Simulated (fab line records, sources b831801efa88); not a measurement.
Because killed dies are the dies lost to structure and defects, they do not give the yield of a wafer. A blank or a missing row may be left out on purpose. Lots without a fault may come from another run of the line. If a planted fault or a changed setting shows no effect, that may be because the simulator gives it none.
What tool caused it?    flow sky130    at 1 step of a route of 708, 6 lots with 18 wafers sampled

WHAT THE GAUGES READ, wafer by wafer
SKY_SONOS_ONO_THK_MEAS_05.
lot   measured      on             SONOS_ONO_CVD_04_THK (nm)
L120  day 13 01:20  film_metro-01  5.67 5.64 5.71
L123  day 13 18:04  film_metro-01  5.68 5.67 5.61
L128  day 13 22:19  film_metro-01  5.83 5.76 5.64
L133  day 19 22:25  film_metro-01  5.63 5.50 5.66
L137  day 20 15:32  film_metro-01  5.55 5.64 5.73
L140  day 20 21:43  film_metro-02  5.77 5.81 5.77

WHICH TOOL RAN EACH LOT (tool, then ch and the chambers of the sampled wafers, then the start)
No process step before these readings appears in the record.

THE ANSWER, worked out from the rows above alone
Rule: the lots themselves supply what counts as usual. The widest of any qualifying gaps counts: lots, ordered by their means at a reading, are off when they make up no more than a third of the lots, leave a main group of 4 or more, and stand apart from it by 3 or more times the standard deviation of that group's means. Not used: any main group whose means are identical at the precision the tables above print for the reading. Also off: a lot with no number at a reading for which 4 or more lots have one. Where the step has rows for the other lots, those lots are counted as sound.
No lot is off on any of the readings shown, so nothing can be concluded from this.

WHAT WAS PUT IN BY THE SIMULATOR
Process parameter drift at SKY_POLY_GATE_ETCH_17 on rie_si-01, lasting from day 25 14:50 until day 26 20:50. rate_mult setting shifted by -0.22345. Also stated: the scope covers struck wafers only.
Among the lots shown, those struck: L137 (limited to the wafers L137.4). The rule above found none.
